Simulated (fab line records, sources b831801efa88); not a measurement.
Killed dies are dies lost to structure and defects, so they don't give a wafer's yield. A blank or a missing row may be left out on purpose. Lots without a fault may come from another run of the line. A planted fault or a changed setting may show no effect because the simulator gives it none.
fab line records | flow sky130
record lots=15 wafers=45 last_day=50
route steps=708 shown FIELD_ISO@14 NWELL@71 VT_ADJUST_HVTR@139
lots that met no fault: from a run of the same line without faults
start_h: hours from the record's first day to the start of the lot's first wafer shown | wait_h: hours since the lot's step before | " the same as in the row above | L1.1+2: a row that stands for several wafers | - no value, or no start given | * or withheld: withheld | < > ~ a bound
route shown NAME@n: a module of which the file shows steps, and the number in the route of the first | usual: mean/standard deviation of fault-free wafers | same: alike in all rows | chamber/n: place in a boat | sites: the reading at each site | _std_site: their standard deviation | _edge_site: outer sites' mean less inner sites' | radius_mm: how far each site lies from the wafer's centre | mask NAME#n: copy n | behind: the tool/chamber that last shaped the wafer | hold: why the lot was held/for how many hours/how that ended | device: the transistor (n, p or np) that didn't switch | end of line: the same wafers' tests at the end of the route | a step without rows: its recipe alone | killed: dies lost to structure and defects at the first sort, not the wafer's yield | map: a wafer's dies, x killed, . not, _ none there
set.NAME: the setting as run; set.NAME@STEP: as run at that earlier step | model.NAME: the simulator's own value behind a step, which no gauge read
steps of the route over a sample of lots; a table a step, a row a wafer
services: from which hour (start_h, from the record's first day; less than 0 if before it) a tool's chamber was out of use, for how many hours, and why
## steps
# step SKY_FIELD_ISO_CD_MEAS_13
# recipe target_cd_nm=150
# usual cd_nm=150.3/1.9
# columns lot.wafer tool chamber start_h wait_h cd_nm
L182.2 cd_sem-02 - 27.90 - 150.4
L182.3 " - " " 152.9
L182.6 " - " " 152.7
L183.4 cd_sem-01 - 35.29 - 151.7
L183.5 " - " " 152.2
L183.6 " - " " 152.2
L184.1 cd_sem-01 - 39.48 - 150.0
L184.2 " - " " 150.8
L184.5 " - " " 149.8
L185.4 cd_sem-01 - 47.08 - 152.4
L185.5 " - " " 152.7
L185.6 " - " " 151.3
L186.3 cd_sem-02 - 49.97 - 146.0
L186.4 " - " " 144.4
L186.6 " - " " 146.0
L188.1 cd_sem-02 - 61.43 - 150.1
L188.4 " - " " 151.1
L188.5 " - " " 148.8
L191.1 cd_sem-02 - 76.37 - 149.6
L191.3 " - " " 149.0
L191.5 " - " " 151.1
L192.1 cd_sem-01 - 81.38 - 150.2
L192.3 " - " " 150.8
L192.5 " - " " 150.0
L193.1 cd_sem-02 - 85.73 - 150.9
L193.2 " - " " 149.9
L193.4 " - " " 148.9
L194.1 cd_sem-01 - 90.27 - 152.3
L194.3 " - " " 151.8
L194.6 " - " " 152.5
L196.2 cd_sem-01 - 102.40 - 149.5
L196.3 " - " " 151.1
L196.6 " - " " 151.1
L200.2 cd_sem-02 - 121.84 - 151.3
L200.4 " - " " 151.5
L200.5 " - " " 151.2
L201.2 cd_sem-02 - 126.60 - 151.9
L201.3 " - " " 151.3
L201.6 " - " " 149.8
L202.1 cd_sem-01 - 134.09 - 150.8
L202.2 " - " " 150.1
L202.3 " - " " 151.0
L205.1 cd_sem-02 - 160.73 - 147.5
L205.4 " - " " 146.0
L205.5 " - " " 147.2
# step SKY_FIELD_ISO_ETCH_17
# recipe target_depth_a=3420 mask_material=Si3N4 chemistry=HBr/Cl2/O2 target=Si taper_deg=5 icp_w=600 bias_w=150 pressure_mtorr=15 HBr_flow_sccm=150 Cl2_flow_sccm=40 O2_flow_sccm=6 time_s=97.7
# usual drypump_motor_current_A=6.0/0.37 oes_product_au=1.001/0.0082 throttle_valve_pct=25.657/0.011
# columns lot.wafer tool chamber start_h wait_h drypump_motor_current_A oes_product_au rf_hours_counter_h throttle_valve_pct
L182.2 rie_si-01 2 28.20 0.1 5.8 0.984 1 25.659
L182.3 " 0 " " 5.6 1.005 138 25.665
L182.6 " 2 " " 5.8 0.990 - 25.652
L183.4 rie_si-02 1 35.55 0.0 6.8 0.995 54 25.653
L183.5 " 1 " " 6.7 0.991 - 25.665
L183.6 " 0 " " 5.5 0.991 - 25.653
L184.1 rie_si-02 0 39.80 0.1 5.5 1.001 128 25.650
L184.2 " 2 " " 6.0 1.008 116 25.656
L184.5 " 2 " " 6.0 1.004 - 25.640
L185.4 rie_si-01 0 47.34 0.0 5.6 1.000 138 25.653
L185.5 " 1 " " 6.1 0.995 - 25.674
L185.6 " 0 " " 5.6 0.998 - 25.654
L186.3 rie_si-02 0 50.25 0.0 5.5 0.994 128 25.641
L186.4 " 2 " " 6.0 1.002 116 25.673
L186.6 " 2 " " 6.0 1.004 - 25.670
L188.1 rie_si-02 0 61.75 0.1 5.5 1.001 128 25.661
L188.4 " 1 " " 6.7 1.008 55 25.652
L188.5 " 1 " " 6.7 1.004 - 25.656
L191.1 rie_si-02 0 76.69 0.1 5.5 1.007 129 25.673
L191.3 " 2 " " 6.0 1.007 116 25.668
L191.5 " 2 " " 6.0 1.003 - 25.644
L192.1 rie_si-02 2 81.70 0.1 6.0 1.013 116 25.650
L192.3 " 3 " " 6.0 0.987 80 25.687
L192.5 " 2 " " 6.0 1.006 - 25.638
L193.1 rie_si-01 3 86.05 0.1 6.2 1.009 31 25.663
L193.2 " 2 " " 5.8 0.982 1 25.676
L193.4 " 0 " " 5.7 0.985 139 25.645
L194.1 rie_si-02 3 90.59 0.1 6.0 0.987 80 25.674
L194.3 " 0 " " 5.5 1.003 129 25.666
L194.6 " 1 " " 6.7 1.003 - 25.657
L196.2 rie_si-01 0 102.70 0.1 5.6 1.000 139 25.657
L196.3 " 0 " " 5.6 1.005 - 25.639
L196.6 " 3 " " 6.2 1.018 - 25.651
L200.2 rie_si-01 0 122.14 0.1 5.6 1.001 139 25.655
L200.4 " 2 " " 5.8 0.999 2 25.656
L200.5 " 0 " " 5.6 0.998 - 25.645
L201.2 rie_si-02 2 126.90 0.1 6.0 0.999 116 25.665
L201.3 " 0 " " 5.5 1.002 129 25.661
L201.6 " 1 " " 6.7 0.988 - 25.656
L202.1 rie_si-01 1 134.41 0.1 6.1 0.993 0 25.671
L202.2 " 3 " " 6.1 1.013 31 25.641
L202.3 " 2 " " 5.8 1.000 2 25.673
L205.1 rie_si-01 2 161.05 0.1 5.8 0.994 2 25.668
L205.4 " 1 " " 6.1 0.985 - 25.682
L205.5 " 3 " " 6.2 1.011 - 25.650
# step SKY_NWELL_COAT_18
# recipe spin_rpm=2000 resist_thk_nm=3000
# usual chill_plate_temp_C=23.00/0.1 dispense_pressure_kPa=49/4.4
# columns lot.wafer tool chamber start_h wait_h chill_plate_temp_C dispense_pressure_kPa
L182.2 litho_track-01 0 92.65 0.1 23.07 56
L182.3 " 0 " " 23.01 56
L182.6 " 0 " " 23.19 56
L183.4 litho_track-02 0 104.24 0.1 22.92 47
L183.5 " 0 " " 22.95 47
L183.6 " 0 " " 22.81 47
L184.1 litho_track-01 0 108.73 0.1 23.06 56
L184.2 " 0 " " 22.97 56
L184.5 " 0 " " 23.02 56
L185.4 litho_track-03 0 113.86 0.1 23.07 46
L185.5 " 0 " " 23.11 46
L185.6 " 0 " " 23.08 46
L186.3 litho_track-03 0 118.38 0.1 22.87 46
L186.4 " 0 " " 22.81 46
L186.6 " 0 " " 22.99 46
L188.1 litho_track-01 0 130.08 0.1 22.96 56
L188.4 " 0 " " 22.93 56
L188.5 " 0 " " 23.03 56
L191.1 litho_track-03 - 147.28 0.1 - -
L191.3 " - " " - -
L191.5 " - " " - -
L192.1 litho_track-02 - 153.52 0.1 - -
L192.3 " - " " - -
L192.5 " - " " - -
L193.1 litho_track-02 - 163.82 0.1 - -
L193.2 " - " " - -
L193.4 " - " " - -
L194.1 litho_track-01 0 165.03 0.1 23.05 56
L194.3 " 0 " " 23.09 56
L194.6 " 0 " " 22.97 56
L196.2 litho_track-03 0 174.76 0.1 22.97 46
L196.3 " 0 " " 22.94 46
L196.6 " 0 " " 22.95 46
L200.2 litho_track-03 0 203.51 0.1 22.96 46
L200.4 " 0 " " 22.98 46
L200.5 " 0 " " 22.90 46
L201.2 litho_track-03 0 207.11 0.1 22.82 46
L201.3 " 0 " " 22.87 46
L201.6 " 0 " " 22.97 46
L202.1 litho_track-03 0 212.63 0.1 23.01 46
L202.2 " 0 " " 23.07 46
L202.3 " 0 " " 22.95 46
L205.1 litho_track-02 0 244.61 0.1 23.03 47
L205.4 " 0 " " 23.08 47
L205.5 " 0 " " 22.93 47
# step SKY_NWELL_OVL_MEAS_23
# usual NWELL_01_OVL=-0.2/1.5
# columns lot.wafer tool chamber start_h wait_h NWELL_01_OVL[nm]
L182.2 overlay-02 - 101.37 - -0.7
L182.3 " - " " 0.3
L182.6 " - " " -2.3
L183.4 overlay-02 - 113.53 - 0.1
L183.5 " - " " 2.0
L183.6 " - " " 0.4
L184.1 overlay-02 - 117.42 - 0.1
L184.2 " - " " 1.4
L184.5 " - " " 1.9
L185.4 overlay-01 - 122.88 - -0.5
L185.5 " - " " -0.1
L185.6 " - " " 0.6
L186.3 overlay-01 - 127.49 - -1.3
L186.4 " - " " -0.4
L186.6 " - " " -0.7
L188.1 overlay-02 - 139.23 - -0.4
L188.4 " - " " -0.3
L188.5 " - " " 0.3
L191.1 overlay-02 - 157.93 - -
L191.3 " - " " -
L191.5 " - " " -
L192.1 overlay-01 - 164.43 - -
L192.3 " - " " -
L192.5 " - " " -
L193.1 overlay-01 - 174.13 - -
L193.2 " - " " -
L193.4 " - " " -
L194.1 overlay-01 - 175.27 - -3.1
L194.3 " - " " -2.0
L194.6 " - " " -0.4
L196.2 overlay-01 - 185.27 - -1.8
L196.3 " - " " -1.5
L196.6 " - " " -0.9
L200.2 overlay-01 - 214.57 - 0.9
L200.4 " - " " 0.1
L200.5 " - " " 0.4
L201.2 overlay-01 - 218.19 - -2.0
L201.3 " - " " -1.0
L201.6 " - " " -1.0
L202.1 overlay-02 - 223.83 - 0.1
L202.2 " - " " 1.4
L202.3 " - " " 2.0
L205.1 overlay-02 - 257.26 - -0.5
L205.4 " - " " -0.4
L205.5 " - " " -1.5
# step SKY_VT_ADJUST_HVTR_OVL_MEAS_08
# usual VT_ADJUST_HVTR_OVL=0.0/1.3
# columns lot.wafer tool chamber start_h wait_h VT_ADJUST_HVTR_OVL[nm]
L182.2 overlay-01 - 198.24 0.1 -0.1
L182.3 " - " " -0.3
L182.6 " - " " -0.3
L183.4 overlay-01 - 212.17 0.1 -1.8
L183.5 " - " " -1.7
L183.6 " - " " -1.8
L184.1 overlay-01 - 216.75 0.1 0.9
L184.2 " - " " -0.7
L184.5 " - " " -0.6
L185.4 overlay-02 - 223.62 0.1 0.8
L185.5 " - " " -0.9
L185.6 " - " " 0.4
L186.3 overlay-02 - 229.81 0.1 0.0
L186.4 " - " " -0.4
L186.6 " - " " -0.9
L188.1 overlay-01 - 246.10 0.1 0.3
L188.4 " - " " 0.7
L188.5 " - " " -2.5
L191.1 overlay-02 - 267.43 0.1 1.2
L191.3 " - " " 1.5
L191.5 " - " " 0.4
L192.1 overlay-01 - 278.03 0.1 -1.2
L192.3 " - " " -0.8
L192.5 " - " " -0.2
L193.1 overlay-02 - 288.85 0.1 1.1
L193.2 " - " " 2.0
L193.4 " - " " -0.9
L194.1 overlay-02 - 289.40 0.1 -0.5
L194.3 " - " " 0.3
L194.6 " - " " -0.6
L196.2 overlay-02 - 301.34 0.1 0.0
L196.3 " - " " 2.4
L196.6 " - " " 1.3
L200.2 overlay-01 - 338.79 0.1 1.7
L200.4 " - " " -0.2
L200.5 " - " " 0.9
L201.2 overlay-01 - 342.59 0.1 -0.4
L201.3 " - " " -1.6
L201.6 " - " " -0.8
L202.1 overlay-01 - 350.98 0.1 -1.9
L202.2 " - " " -5.5
L202.3 " - " " -1.0
L205.1 overlay-01 - 391.15 0.1 2.0
L205.4 " - " " -0.2
L205.5 " - " " 0.1
## services
# columns tool chamber start_h hours kind
rie_si-02 3 8.25 7.1 repair
litho_track-01 - 15.51 - consumable_replace:filter
rie_si-01 - 29.16 14.6 pm
rie_si-01 1 86.54 - clean
rie_si-01 1 86.54 22.0 scheduled_down
rie_si-01 1 86.54 22.0 vent_cycle
rie_si-01 2 95.50 12.5 repair
rie_si-01 0 131.15 - clean
rie_si-01 0 131.15 30.7 scheduled_down
rie_si-01 0 131.15 30.7 vent_cycle
rie_si-02 0 172.60 - clean
rie_si-02 0 172.60 19.7 scheduled_down
rie_si-02 0 172.60 19.7 vent_cycle
rie_si-01 - 206.84 2.8 pm
rie_si-02 2 226.27 - clean
rie_si-02 2 226.27 17.6 scheduled_down
rie_si-02 2 226.27 17.6 vent_cycle
rie_si-01 - 229.26 0.2 repair
## key
first_sign step=SKY_NWELL_COAT_18 reading=tool_record direction=missing
effect step=SKY_NWELL_OVL_MEAS_23 reading=NWELL_01_OVL direction=missing
met_at SKY_NWELL_COAT_18
struck_lots L191,L192,L193
sort_left_out L191.1,L191.3,L191.5,L192.1,L192.3,L192.5,L193.1,L193.2,L193.4
tester_left_out L191,L192,L193
not_acting_at SKY_FIELD_ISO_CD_MEAS_13,SKY_FIELD_ISO_ETCH_17,SKY_VT_ADJUST_HVTR_OVL_MEAS_08
onset_between 118.38 147.28
fault kind=skipped_step_whole tool=litho_track-02,litho_track-03 chamber=- onset_h=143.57 steps=SKY_NWELL_COAT_18 scope=struck_lots_only
# tester_left_out: of these lots the tester's yield and bins aren't shown, on N5 and GAA mostly nor the transistor test; their killed dies are dies lost to structure and defects alone, not to doping, threshold or leakage, so they don't give the yield
# sort_left_out: the simulated sort isn't trusted on such a fault, so these wafers' sort isn't shown, and their yield isn't known
